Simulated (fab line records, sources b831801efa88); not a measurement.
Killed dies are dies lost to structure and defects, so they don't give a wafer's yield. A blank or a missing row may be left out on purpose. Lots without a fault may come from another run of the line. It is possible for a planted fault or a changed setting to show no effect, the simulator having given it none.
fab line records	flow sfq_line
record: lots: 7	wafers: 21	last_day: 92
route steps=325 shown M6@261 I6@266
lots that met no fault: taken from a fault-free run of the same line
start_h: the number of hours between the record's first day and the start of the first shown wafer of the lot	wait_h: hours from the lot's prior step to this one	" the same as in the row above	L1.1+2: one row covering several wafers at once	- no value, or no start was given	* or withheld: withheld	< > ~ a bound
route shown NAME@n: a module of which the file shows steps, and the number in the route of the first	usual: average and standard deviation across the fault-free wafers	same: alike in all rows	chamber/n: place in a boat	sites: readings site by site	_std_site: how widely they spread, as a standard deviation	_edge_site: mean of outer sites minus mean of inner sites	radius_mm: for every site, how far away it sits from the centre of the wafer	mask NAME#n: copy n	behind: the most recent tool/chamber to have shaped the wafer	hold: why the lot went on hold/how many hours it stayed there/how the hold came to an end	device: which transistor (n, p or np) failed to switch	end of line: the same wafers' tests at the end of the route	a step with no rows: only its recipe	killed: dies that structure and defects cost at the first sort, which is not the same as the wafer's yield	map: a wafer's dies, x killed, . not, _ none there
set.NAME: the run value of the setting; set.NAME@STEP: its run value at that earlier step	model.NAME: the simulator's own value behind a step, which no gauge read
lots at some steps of the route; a table a step, a row a wafer
services: a tool's chamber out of use, with start hour (start_h, from the record's first day; less than 0 if before it), hours out, and reason
== steps ==
step: SFQ_M6_OVL_MEAS_940
usual: M6_OVL: -1/4.8
lot.wafer	tool	chamber	start_h	wait_h	M6_OVL[nm]
L602.1	overlay-01	-	1845.68	0.1	-1
L602.5	"	-	"	"	1
L602.6	"	-	"	"	-2
L608.1	overlay-01	-	1857.68	0.1	-3
L608.4	"	-	"	"	-2
L608.6	"	-	"	"	6
L609.1	overlay-01	-	1863.68	0.1	-5
L609.2	"	-	"	"	-4
L609.5	"	-	"	"	0
L610.1	overlay-01	-	1869.36	0.1	5
L610.4	"	-	"	"	5
L610.6	"	-	"	"	1
L615.1	overlay-01	-	1898.16	0.1	-5
L615.2	"	-	"	"	-4
L615.5	"	-	"	"	-4
L616.2	overlay-01	-	1902.96	0.1	8
L616.3	"	-	"	"	6
L616.4	"	-	"	"	7
L618.1	overlay-02	-	1912.56	0.1	-7
L618.3	"	-	"	"	0
L618.5	"	-	"	"	-7
step: SFQ_TRILAYER_M6_BARC_OPEN_METAL_ETCH_206
recipe: mask_material: PR	chemistry: O2	target_depth_nm: 125	target: BARC	icp_w: 600	bias_w: 80	pressure_mtorr: 10	time_s: 41.7
usual: chamber_pressure_mTorr: 10.000/0.0093	drypump_motor_current_A: 5.3/0.31	oes_product_au: 0.686/0.0046
lot.wafer	tool	chamber	start_h	wait_h	chamber_pressure_mTorr	drypump_motor_current_A	oes_product_au	rf_hours_counter_h
L602.1	rie_metal-03	1	1845.72	0.0	10.003	5.5	0.686	50
L602.5	"	0	"	"	9.995	5.3	0.688	-
L602.6	"	1	"	"	10.005	5.5	0.681	-
L608.1	rie_metal-03	0	1857.72	0.0	10.009	5.3	0.694	94
L608.4	"	0	"	"	9.990	5.3	0.687	-
L608.6	"	1	"	"	9.995	5.5	0.679	-
L609.1	rie_metal-02	0	1863.72	0.0	9.997	5.7	0.681	78
L609.2	"	1	"	"	10.017	4.7	0.683	83
L609.5	"	0	"	"	9.986	5.7	0.682	-
L610.1	rie_metal-04	0	1869.39	0.0	10.001	5.1	0.687	119
L610.4	"	1	"	"	9.987	5.3	0.686	-
L610.6	"	0	"	"	10.005	5.0	0.685	-
L615.1	rie_metal-04	0	1898.19	0.0	10.015	5.1	0.683	123
L615.2	"	0	"	"	10.005	5.1	0.690	-
L615.5	"	0	"	"	9.995	5.1	0.674	-
L616.2	rie_metal-03	0	1903.01	0.0	9.993	5.2	0.690	-
L616.3	"	0	"	"	10.011	5.2	0.684	-
L616.4	"	0	"	"	10.017	5.3	0.676	-
L618.1	rie_metal-02	0	1912.59	0.0	10.001	5.7	0.682	86
L618.3	"	0	"	"	10.004	5.7	0.693	-
L618.5	"	1	"	"	10.011	4.7	0.683	-
step: SFQ_TRILAYER_M6_ETCH_METAL_ETCH_162
recipe: target: Nb	stop_on: SiO2	mask_material: PR	chemistry: Cl2/Ar	target_depth_nm: 240	icp_w: 600	bias_w: 80	pressure_mtorr: 10	time_s: 120
usual: chamber_pressure_mTorr: 10.000/0.0093	drypump_motor_current_A: 5.3/0.31	oes_product_au: 0.893/0.007
lot.wafer	tool	chamber	start_h	wait_h	chamber_pressure_mTorr	drypump_motor_current_A	oes_product_au	rf_hours_counter_h
L602.1	rie_metal-03	1	1845.78	0.0	10.011	5.5	0.882	50
L602.5	"	0	"	"	10.010	5.2	0.886	-
L602.6	"	1	"	"	9.984	5.5	0.890	-
L608.1	rie_metal-03	0	1857.78	0.0	10.009	5.2	0.912	94
L608.4	"	0	"	"	9.980	5.2	0.907	-
L608.6	"	1	"	"	9.984	5.5	0.906	-
L609.1	rie_metal-02	0	1863.78	0.0	9.987	5.7	0.891	78
L609.2	"	1	"	"	10.002	4.7	0.902	83
L609.5	"	0	"	"	9.994	5.7	0.892	-
L610.1	rie_metal-04	0	1869.45	0.0	9.994	5.1	0.893	119
L610.4	"	1	"	"	10.001	5.3	0.899	-
L610.6	"	0	"	"	9.997	5.1	0.898	-
L615.1	rie_metal-04	0	1898.31	0.1	10.001	5.1	0.892	123
L615.2	"	0	"	"	10.015	5.0	0.899	-
L615.5	"	0	"	"	9.996	5.1	0.887	-
L616.2	rie_metal-03	0	1903.16	0.1	9.996	5.2	0.894	-
L616.3	"	0	"	"	10.015	5.2	0.892	-
L616.4	"	0	"	"	9.997	5.2	0.891	-
L618.1	rie_metal-02	0	1912.65	0.0	9.999	5.7	0.893	86
L618.3	"	0	"	"	9.995	5.7	0.890	-
L618.5	"	1	"	"	10.005	4.7	0.895	-
step: SFQ_TRILAYER_M6_STRIP_STRIP_163
recipe: gas: O2	power_w: 200	platen_temp_c: 40	overash_fraction: 0.65	chemistry: O2	pressure_mtorr: 50
usual: chamber_pressure_mTorr: 50.00/0.043	drypump_motor_current_A: 5.3/0.31	oes_product_au: 1.005/0.01
lot.wafer	tool	chamber	start_h	wait_h	chamber_pressure_mTorr	drypump_motor_current_A	oes_product_au	rf_hours_counter_h
L602.1	rie_metal-03	1	1845.91	0.1	49.98	5.5	1.006	51
L602.5	"	0	"	"	49.97	5.2	1.001	-
L602.6	"	1	"	"	49.98	5.5	1.009	-
L608.1	rie_metal-03	0	1857.91	0.1	50.06	5.3	0.996	94
L608.4	"	0	"	"	50.01	5.3	1.006	-
L608.6	"	1	"	"	50.09	5.5	1.007	-
L609.1	rie_metal-02	0	1863.91	0.1	50.04	5.7	0.997	78
L609.2	"	1	"	"	49.97	4.7	1.019	83
L609.5	"	0	"	"	50.03	5.7	1.006	-
L610.1	rie_metal-04	0	1869.58	0.1	50.05	5.1	1.009	119
L610.4	"	1	"	"	50.04	5.3	0.992	-
L610.6	"	0	"	"	50.02	5.1	1.007	-
L615.1	rie_metal-04	0	1898.56	0.2	49.99	5.1	1.006	123
L615.2	"	0	"	"	50.06	5.1	1.007	-
L615.5	"	0	"	"	49.93	5.1	0.992	-
L616.2	rie_metal-03	0	1903.56	0.4	50.04	5.2	1.001	-
L616.3	"	0	"	"	50.05	5.2	1.004	-
L616.4	"	0	"	"	50.03	5.3	1.014	-
L618.1	rie_metal-02	0	1912.78	0.1	50.00	5.7	1.010	86
L618.3	"	0	"	"	49.99	5.6	1.007	-
L618.5	"	1	"	"	50.08	4.7	1.039	-
step: SFQ_TRILAYER_M6_STRIP_SOLV_CLEAN_164
recipe: chemistry: NMP	temp_c: 70	time_s: 600
step: SFQ_TRILAYER_I6_DEP_PECVD_165
recipe: material: SiO2	temp_c: 150	time_s: 111.11	pressure_torr: 2.4	rf_w: 183.3	precursor: SiH4/N2O	target_thk_nm: 500
usual: heater_power_w: 81/16	throttle_valve_pct: 24.5/1.3
lot.wafer	tool	chamber	start_h	wait_h	heater_power_w	throttle_valve_pct
L602.1	pecvd-04	2	1846.70	0.0	84	23.5
L602.5	"	0	"	"	85	22.7
L602.6	"	1	"	"	56	23.4
L608.1	pecvd-04	1	1858.70	0.0	71	23.7
L608.4	"	0	"	"	90	22.6
L608.6	"	2	"	"	79	23.3
L609.1	pecvd-02	1	1864.70	0.0	66	25.2
L609.2	"	0	"	"	68	25.7
L609.5	"	1	"	"	68	25.5
L610.1	pecvd-03	2	1870.35	0.0	98	25.8
L610.4	"	1	"	"	104	23.2
L610.6	"	2	"	"	99	26.0
L615.1	pecvd-04	2	1899.94	0.0	72	23.1
L615.2	"	0	"	"	85	22.8
L615.5	"	0	"	"	86	23.1
L616.2	pecvd-02	0	1904.74	0.0	69	25.8
L616.3	"	2	"	"	68	24.8
L616.4	"	1	"	"	78	25.2
L618.1	pecvd-02	0	1913.73	0.0	71	25.8
L618.3	"	2	"	"	70	24.5
L618.5	"	1	"	"	80	25.3
step: SFQ_TRILAYER_I6_CMP_CMP_166
recipe: material: SiO2	down_force_psi: 3	platen_rpm: 60	pad_velocity_m_s: 0.94248
usual: motor_current_A: 9.7/0.6	platen_rpm: 60.00/0.04	slurry_filter_dp_kPa: 13.51/0.13	time_to_endpoint_s: 216/6.7
lot.wafer	tool	chamber	start_h	wait_h	motor_current_A	platen_rpm	slurry_filter_dp_kPa	time_to_endpoint_s
L602.1	cmp-02	3	1848.87	2.1	9.2	59.94	13.38	214
L602.5	"	2	1850.37	3.6	9.5	59.98	13.64	220
L602.6	"	3	"	"	9.6	60.00	13.51	216
L608.4	cmp-01	0	1861.86	3.1	8.9	60.03	13.34	225
L608.1	"	1	"	"	9.2	60.02	13.45	207
L608.6	"	0	1863.86	5.1	9.4	60.02	13.51	220
L609.2	cmp-01	1	1868.80	4.1	8.8	59.95	13.42	208
L609.1	"	2	"	"	9.1	60.00	13.61	209
L609.5	"	0	1870.30	5.5	9.0	60.01	13.42	217
L610.4	cmp-02	3	1870.93	0.5	9.6	60.01	13.32	222
L610.1	"	0	"	"	10.5	59.96	13.73	212
L610.6	"	2	1872.43	2.0	9.5	59.94	13.38	220
L615.1	cmp-01	1	1900.52	0.5	8.8	59.94	13.42	213
L615.2	"	3	1901.52	1.5	10.1	59.98	13.60	212
L615.5	"	1	1902.52	2.5	9.2	59.97	13.45	220
L616.2	cmp-02	1	1904.82	0.0	9.8	59.97	13.52	206
L616.3	"	2	"	"	10.2	60.01	13.28	228
L616.4	"	3	"	"	9.3	59.99	13.46	218
L618.1	cmp-02	1	1915.23	1.5	9.5	59.95	13.58	206
L618.3	"	2	"	"	9.5	59.94	13.35	217
L618.5	"	0	1916.73	2.9	10.6	59.97	13.42	222
step: SFQ_I6_BOW_MEAS_941
recipe: mode: bow
usual: I6_BOW: 6/10
lot.wafer	tool	chamber	start_h	wait_h	I6_BOW[um]
L602.1	film_metro-03	-	1851.37	2.0	1
L602.5	"	-	"	"	-2
L602.6	"	-	"	"	10
L608.1	film_metro-03	-	1864.36	1.5	6
L608.4	"	-	"	"	-3
L608.6	"	-	"	"	11
L609.1	film_metro-03	-	1870.80	1.0	7
L609.2	"	-	"	"	-1
L609.5	"	-	"	"	-3
L610.1	film_metro-03	-	1873.43	1.5	9
L610.4	"	-	"	"	11
L610.6	"	-	"	"	19
L615.1	film_metro-01	-	1903.02	2.0	10
L615.2	"	-	"	"	22
L615.5	"	-	"	"	6
L616.2	film_metro-03	-	1907.84	2.5	9
L616.3	"	-	"	"	20
L616.4	"	-	"	"	20
L618.1	film_metro-03	-	1917.23	1.5	-3
L618.3	"	-	"	"	-16
L618.5	"	-	"	"	-13
step: SFQ_TRILAYER_I6_METRO_MEASURE_167
step: SFQ_TRILAYER_I6_VIA_LITHO_COAT_174
recipe: resist: BARC	spin_rpm: 3000	resist_thk_nm: 62
step: SFQ_TRILAYER_I6_VIA_LITHO_COAT_169
recipe: resist: KrF	spin_rpm: 3000	resist_thk_nm: 650
step: SFQ_TRILAYER_I6_VIA_LITHO_SOFTBAKE_173
recipe: temp_c: withheld	time_s: withheld	resist: KrF
step: SFQ_TRILAYER_I6_VIA_LITHO_EXPOSE_170
recipe: mask_id: I6	na: 0.6	source_shape: conventional	sigma_outer: 0.65	target_cd_nm: 700	dose_mj: 21.3
usual: exposure_dose_mJ_cm2: 21.299/0.022	focus_offset_nm: 0.0/0.53	sigma_outer: 0.65/0	stage_vel_mm_s: 500.05/0.23
lot.wafer	tool	chamber	start_h	wait_h	mask	exposure_dose_mJ_cm2	focus_offset_nm	sigma_outer	stage_vel_mm_s
L602.1	krf_scanner-02	0	1861.86	-	I6#0	21.298	-0.2	0.65	499.54
L602.5	"	0	"	"	I6#0	21.326	-0.8	0.65	500.20
L602.6	"	0	"	"	I6#0	21.299	-0.6	0.65	499.99
L608.1	krf_scanner-01	-	1959.50	-	I6#0	-	-	-	-
L608.4	"	-	"	"	I6#0	-	-	-	-
L608.6	"	-	"	"	I6#0	-	-	-	-
L609.1	krf_scanner-01	-	1966.70	-	I6#0	-	-	-	-
L609.2	"	-	"	"	I6#0	-	-	-	-
L609.5	"	-	"	"	I6#0	-	-	-	-
L610.1	krf_scanner-01	-	1971.50	-	I6#0	-	-	-	-
L610.4	"	-	"	"	I6#0	-	-	-	-
L610.6	"	-	"	"	I6#0	-	-	-	-
L615.1	krf_scanner-01	0	2002.70	-	I6#0	21.311	-0.4	0.65	500.20
L615.2	"	0	"	"	I6#0	21.275	0.4	0.65	499.85
L615.5	"	0	"	"	I6#0	21.293	-0.5	0.65	499.80
L616.2	krf_scanner-01	0	2007.70	-	I6#0	21.290	-0.7	0.65	499.99
L616.3	"	0	"	"	I6#0	21.308	-0.3	0.65	499.86
L616.4	"	0	"	"	I6#0	21.306	-0.4	0.65	499.80
L618.1	krf_scanner-01	0	2014.70	-	I6#0	21.216	-0.6	0.65	499.84
L618.3	"	0	"	"	I6#0	21.253	-0.4	0.65	499.75
L618.5	"	0	"	"	I6#0	21.281	0.2	0.65	499.79
step: SFQ_TRILAYER_I6_VIA_LITHO_PEB_172
recipe: peb_temp_c: 115	peb_time_s: 60	resist: KrF
== services ==
tool	chamber	start_h	hours	kind
pecvd-02	-	1821.95	6.0	pm
rie_metal-02	-	1824.95	0.3	repair
pecvd-04	-	1845.09	0.5	repair
rie_metal-03	-	1862.88	0.7	repair
krf_scanner-01	-	1863.38	1.0	pm
krf_scanner-01	-	1884.59	6.9	repair
rie_metal-04	-	1887.24	1.9	repair
cmp-02	-	1888.61	2.6	repair
rie_metal-04	1	1889.41	12.1	repair
krf_scanner-01	-	1891.48	1.3	pm
krf_scanner-01	-	1893.98	4.4	pm
rie_metal-03	1	1895.63	10.1	repair
rie_metal-02	1	1897.77	7.3	repair
krf_scanner-01	-	1912.32	0.8	pm
pecvd-04	2	1915.20	9.0	repair
rie_metal-02	-	1922.34	28.1	pm
cmp-01	-	1924.28	5.7	pm
cmp-01	-	1931.23	0.9	repair
cmp-01	-	1934.02	0.3	repair
cmp-02	-	1957.32	5.1	pm
cmp-02	-	1962.52	0.8	repair
rie_metal-04	0	1979.66	8.0	repair
rie_metal-04	0	1997.42	15.0	repair
rie_metal-02	-	2012.62	0.6	repair
== key ==
first_sign: step: SFQ_TRILAYER_I6_VIA_LITHO_EXPOSE_170	reading: tool_record	direction: missing
effect none on later readings
met_at SFQ_TRILAYER_I6_VIA_LITHO_EXPOSE_170
struck_wafers L608.1,L608.4,L608.6,L609.1,L609.2,L609.5,L610.1,L610.4,L610.6
fault: kind: skipped_step_whole	tool: krf_scanner-01	chamber: -	onset_h: 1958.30	steps: SFQ_TRILAYER_I6_VIA_LITHO_EXPOSE_170	scope: struck_lots_only
